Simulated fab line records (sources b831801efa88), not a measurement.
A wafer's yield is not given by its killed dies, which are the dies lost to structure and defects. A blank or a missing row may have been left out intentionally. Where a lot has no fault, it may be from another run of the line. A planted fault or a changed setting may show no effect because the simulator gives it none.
fab line records -- flow gf180mcu -- part 2 of 2: steps 29 to 38 of 38
[record] lots = 5, wafers = 15, last_day = 32
route steps=602 shown STI@28 DNWELL@32 NWELL@42 LVPWELL@54
lots with no fault: from the same line, run without faults
start_h: start of the lot's first displayed wafer, in hours after the record's first day -- wait_h: time in hours since the lot's previous step -- " the same as in the row above -- L1.1+2: several wafers, shown together as one row -- - either no value or no given start -- * or withheld: withheld -- < > ~ a bound
route shown NAME@n: a module of which the file shows steps, and the number in the route of the first -- usual: the fault-free wafers' mean and standard deviation -- same: alike in all rows -- chamber/n: place in a boat -- sites: the reading at each site -- _std_site: their standard deviation -- _edge_site: the outer-site mean with the inner-site mean subtracted -- radius_mm: for every site, how far away it sits from the centre of the wafer -- mask NAME#n: copy n -- behind: the tool/chamber that last shaped the wafer -- hold: reason for holding the lot/hours on hold/outcome of the hold -- device: the n, p or np transistor that did not switch -- end of line: the same wafers' tests at the end of the route -- where a step has no rows: the recipe by itself -- killed: not the wafer's yield, but the dies lost to structure and defects at the first sort -- map: the dies of a wafer, with x for killed, . for not killed, _ for no die there
set.NAME: the setting that was run; set.NAME@STEP: the one run at that earlier step -- model.NAME: the simulator's own value behind a step, which no gauge read
lots at selected steps of the route; one table per step, one row per wafer
services: a tool's chamber out of use, with start hour (start_h, from the record's first day; less than 0 if before it), hours out, and reason
[[steps]]
[step GF_LVPWELL_COAT_02]
[recipe] spin_rpm = 2000, resist_thk_nm = 3000
[usual] resist_line_temp_C = 23.00/0.088
lot.wafer,tool,chamber,start_h,wait_h,resist_line_temp_C
L076.3,litho_track-02,0,79.73,0.1,22.90
L076.5,litho_track-02,0,79.73,0.1,22.93
L076.6,litho_track-02,0,79.73,0.1,23.02
L077.2,litho_track-01,0,83.04,0.1,22.90
L077.3,litho_track-01,0,83.04,0.1,22.89
L077.6,litho_track-01,0,83.04,0.1,22.83
L079.2,litho_track-01,0,89.44,0.1,22.80
L079.4,litho_track-01,0,89.44,0.1,22.94
L079.5,litho_track-01,0,89.44,0.1,23.06
L085.3,litho_track-04,0,119.77,0.1,22.98
L085.5,litho_track-04,0,119.77,0.1,23.00
L085.6,litho_track-04,0,119.77,0.1,23.04
L087.1,litho_track-02,0,134.63,0.1,23.10
L087.4,litho_track-02,0,134.63,0.1,23.11
L087.5,litho_track-02,0,134.63,0.1,23.08
[step GF_LVPWELL_SOFTBAKE_03]
[recipe] temp_c = 110, time_s = withheld
[usual] resist_line_temp_C = 23.01/0.1
lot.wafer,tool,chamber,start_h,wait_h,resist_line_temp_C
L076.3,litho_track-02,0,79.89,0.1,23.02
L076.5,litho_track-02,0,79.89,0.1,23.01
L076.6,litho_track-02,0,79.89,0.1,23.11
L077.2,litho_track-01,0,83.20,0.1,23.08
L077.3,litho_track-01,0,83.20,0.1,22.94
L077.6,litho_track-01,0,83.20,0.1,23.09
L079.2,litho_track-01,0,89.60,0.1,23.07
L079.4,litho_track-01,0,89.60,0.1,22.84
L079.5,litho_track-01,0,89.60,0.1,23.05
L085.3,litho_track-04,0,119.93,0.1,22.98
L085.5,litho_track-04,0,119.93,0.1,22.87
L085.6,litho_track-04,0,119.93,0.1,23.04
L087.1,litho_track-02,0,134.78,0.1,22.92
L087.4,litho_track-02,0,134.78,0.1,23.02
L087.5,litho_track-02,0,134.78,0.1,22.96
[step GF_LVPWELL_EXPOSE_04]
[recipe] mask_id = LVPWELL, target_cd_nm = 600, na = 0.6, source_shape = conventional, sigma_outer = 0.6, dose_mj = 260
lot.wafer,tool,chamber,start_h,wait_h,mask
L076.3+5+6,iline_stepper-02,0,-,-,LVPWELL#0
L077.2+3+6,iline_stepper-02,0,-,-,LVPWELL#0
L079.2+4+5,iline_stepper-02,0,-,-,LVPWELL#0
L085.3+5+6,iline_stepper-02,0,-,-,LVPWELL#0
L087.1+4+5,iline_stepper-01,0,-,-,LVPWELL#0
[step GF_LVPWELL_PEB_05]
[recipe] temp_c = 115, time_s = withheld
[usual] resist_line_temp_C = 23.02/0.1
lot.wafer,tool,chamber,start_h,wait_h,resist_line_temp_C
L076.3,litho_track-01,0,-,-,23.04
L076.5,litho_track-01,0,-,-,23.01
L076.6,litho_track-01,0,-,-,23.01
L077.2,litho_track-02,0,-,-,22.99
L077.3,litho_track-02,0,-,-,22.93
L077.6,litho_track-02,0,-,-,22.92
L079.2,litho_track-04,0,-,-,23.07
L079.4,litho_track-04,0,-,-,23.00
L079.5,litho_track-04,0,-,-,22.85
L085.3,litho_track-01,0,-,-,23.08
L085.5,litho_track-01,0,-,-,22.98
L085.6,litho_track-01,0,-,-,22.94
L087.1,litho_track-04,0,-,-,23.07
L087.4,litho_track-04,0,-,-,23.24
L087.5,litho_track-04,0,-,-,23.35
[step GF_LVPWELL_DEVELOP_06]
[recipe] wall_angle_deg = 90, develop_time_s = 60, dev_temp_c = 23
[usual] resist_line_temp_C = 23.02/0.11
lot.wafer,tool,chamber,start_h,wait_h,resist_line_temp_C
L076.3,litho_track-01,0,-,-,23.01
L076.5,litho_track-01,0,-,-,23.01
L076.6,litho_track-01,0,-,-,22.85
L077.2,litho_track-02,0,-,-,22.98
L077.3,litho_track-02,0,-,-,23.03
L077.6,litho_track-02,0,-,-,23.02
L079.2,litho_track-04,0,-,-,22.99
L079.4,litho_track-04,0,-,-,23.07
L079.5,litho_track-04,0,-,-,22.92
L085.3,litho_track-01,0,-,-,22.81
L085.5,litho_track-01,0,-,-,22.97
L085.6,litho_track-01,0,-,-,22.99
L087.1,litho_track-04,0,-,-,23.07
L087.4,litho_track-04,0,-,-,23.20
L087.5,litho_track-04,0,-,-,23.11
[step GF_LVPWELL_OVL_MEAS_07]
[usual] LVPWELL_OVL = 1.3/1.6
lot.wafer,tool,chamber,start_h,wait_h,LVPWELL_OVL[nm]
L076.3,overlay-01,-,86.18,-,1.0
L076.5,overlay-01,-,86.18,-,2.3
L076.6,overlay-01,-,86.18,-,1.9
L077.2,overlay-02,-,90.08,-,1.3
L077.3,overlay-02,-,90.08,-,1.1
L077.6,overlay-02,-,90.08,-,2.2
L079.2,overlay-02,-,96.67,-,1.9
L079.4,overlay-02,-,96.67,-,2.1
L079.5,overlay-02,-,96.67,-,4.1
L085.3,overlay-02,-,127.83,-,1.1
L085.5,overlay-02,-,127.83,-,3.0
L085.6,overlay-02,-,127.83,-,1.9
L087.1,overlay-01,-,142.22,-,2.6
L087.4,overlay-01,-,142.22,-,2.3
L087.5,overlay-01,-,142.22,-,3.0
[step GF_LVPWELL_IMPLANT_08]
[recipe] species = B, energy_kev = 170, dose_cm2 = 1.5e+13, tilt_deg = 0
[usual] beam_on_s = 10.00/0.2
lot.wafer,tool,chamber,start_h,wait_h,beam_on_s
L076.3,implanter-04,0,86.26,0.1,9.91
L076.5,implanter-04,0,86.26,0.1,9.75
L076.6,implanter-04,0,86.26,0.1,9.66
L077.2,implanter-03,0,90.14,0.0,9.90
L077.3,implanter-03,0,90.14,0.0,10.00
L077.6,implanter-03,0,90.14,0.0,9.87
L079.2,implanter-03,0,96.73,0.0,10.08
L079.4,implanter-03,0,96.73,0.0,9.92
L079.5,implanter-03,0,96.73,0.0,9.61
L085.3,implanter-03,0,127.90,0.1,10.02
L085.5,implanter-03,0,127.90,0.1,9.73
L085.6,implanter-03,0,127.90,0.1,10.22
L087.1,implanter-03,0,142.25,0.0,9.76
L087.4,implanter-03,0,142.25,0.0,9.74
L087.5,implanter-03,0,142.25,0.0,10.18
[step GF_LVPWELL_IMPLANT_09]
[recipe] species = B, energy_kev = 60, dose_cm2 = 5e+12, tilt_deg = 0
[usual] beam_on_s = 10.00/0.2
lot.wafer,tool,chamber,start_h,wait_h,beam_on_s
L076.3,implanter-04,0,86.41,0.1,9.92
L076.5,implanter-04,0,86.41,0.1,10.08
L076.6,implanter-04,0,86.41,0.1,10.03
L077.2,implanter-03,0,90.29,0.1,9.94
L077.3,implanter-03,0,90.29,0.1,9.53
L077.6,implanter-03,0,90.29,0.1,9.80
L079.2,implanter-03,0,96.88,0.1,9.86
L079.4,implanter-03,0,96.88,0.1,9.99
L079.5,implanter-03,0,96.88,0.1,9.68
L085.3,implanter-03,0,128.05,0.1,10.20
L085.5,implanter-03,0,128.05,0.1,10.02
L085.6,implanter-03,0,128.05,0.1,9.80
L087.1,implanter-03,0,142.40,0.1,9.50
L087.4,implanter-03,0,142.40,0.1,9.87
L087.5,implanter-03,0,142.40,0.1,9.96
[step GF_LVPWELL_STRIP_10]
[recipe] chemistry = O2/N2, power_w = 1400, pressure_mtorr = 1500, platen_temp_c = 250, o2_flow_sccm = 3000, n2_flow_sccm = 300, overash_fraction = 0.5
[usual] drypump_motor_current_A = 5.6/0.33, heater_power_w = 349/34, oes_product_au = 0.723/0.004, strip_time_to_endpoint_s = 36.98/0.093
lot.wafer,tool,chamber,start_h,wait_h,drypump_motor_current_A,heater_power_w,oes_product_au,rf_hours_counter_h,strip_time_to_endpoint_s
L076.3,plasma_asher-01,1,86.54,0.1,5.6,389,0.722,-,37.03
L076.5,plasma_asher-01,0,86.54,0.1,5.7,332,0.721,-,37.10
L076.6,plasma_asher-01,1,86.54,0.1,5.6,396,0.722,-,37.17
L077.2,plasma_asher-02,0,90.41,0.1,4.9,308,0.725,28,37.06
L077.3,plasma_asher-02,0,90.41,0.1,4.9,311,0.723,-,37.07
L077.6,plasma_asher-02,0,90.41,0.1,4.9,297,0.718,-,37.09
L079.2,plasma_asher-04,1,97.00,0.1,6.1,374,0.723,44,36.88
L079.4,plasma_asher-04,1,97.00,0.1,6.1,373,0.724,-,37.00
L079.5,plasma_asher-04,0,97.00,0.1,5.4,312,0.722,-,36.95
L085.3,plasma_asher-01,0,128.19,0.1,5.6,327,0.725,-,36.97
L085.5,plasma_asher-01,1,128.19,0.1,5.6,396,0.716,-,37.00
L085.6,plasma_asher-01,0,128.19,0.1,5.6,327,0.718,-,36.96
L087.1,plasma_asher-02,0,142.55,0.1,4.9,300,0.724,33,37.09
L087.4,plasma_asher-02,0,142.55,0.1,4.9,300,0.722,-,36.99
L087.5,plasma_asher-02,1,142.55,0.1,5.9,341,0.716,-,37.07
[step GF_LVPWELL_TW_MEAS_11]
[usual] LVPWELL_TW = 557/8.3
lot.wafer,tool,chamber,start_h,wait_h,LVPWELL_TW
L076.3,film_metro-02,-,86.63,0.1,565
L076.5,film_metro-02,-,86.63,0.1,560
L076.6,film_metro-02,-,86.63,0.1,564
L077.2,film_metro-04,-,90.52,0.1,551
L077.3,film_metro-04,-,90.52,0.1,550
L077.6,film_metro-04,-,90.52,0.1,554
L079.2,film_metro-04,-,97.11,0.1,547
L079.4,film_metro-04,-,97.11,0.1,543
L079.5,film_metro-04,-,97.11,0.1,546
L085.3,film_metro-02,-,128.27,0.1,567
L085.5,film_metro-02,-,128.27,0.1,569
L085.6,film_metro-02,-,128.27,0.1,569
L087.1,film_metro-04,-,142.65,0.1,548
L087.4,film_metro-04,-,142.65,0.1,548
L087.5,film_metro-04,-,142.65,0.1,548
[[services]]
tool,chamber,start_h,hours,kind
furnace-02,-,29.88,12.1,pm
wet_bench-01,-,57.12,1.9,pm
plasma_asher-04,-,59.12,1.4,repair
implanter-04,-,75.04,2.5,pm
wet_bench-04,-,81.18,2.2,repair
furnace-02,-,89.85,4.5,repair
implanter-04,-,94.15,14.5,repair
plasma_asher-02,-,100.08,14.6,repair
furnace-02,-,100.12,3.9,pm
wet_bench-04,-,101.54,1.9,pm
plasma_asher-04,-,106.06,14.6,pm
implanter-03,-,107.35,1.1,repair
plasma_asher-03,-,108.75,9.0,pm
implanter-02,-,111.41,3.7,pm
implanter-04,-,117.08,1.6,repair
iline_stepper-01,-,122.90,1.2,repair
furnace-01,-,124.98,4.4,repair
iline_stepper-01,-,129.15,1.7,pm
iline_stepper-02,-,130.83,1.7,pm
iline_stepper-02,-,133.08,6.7,repair
iline_stepper-02,-,133.79,1.5,repair
plasma_asher-02,-,136.15,1.6,repair
plasma_asher-03,-,136.32,7.5,pm
iline_stepper-02,-,139.75,2.1,pm
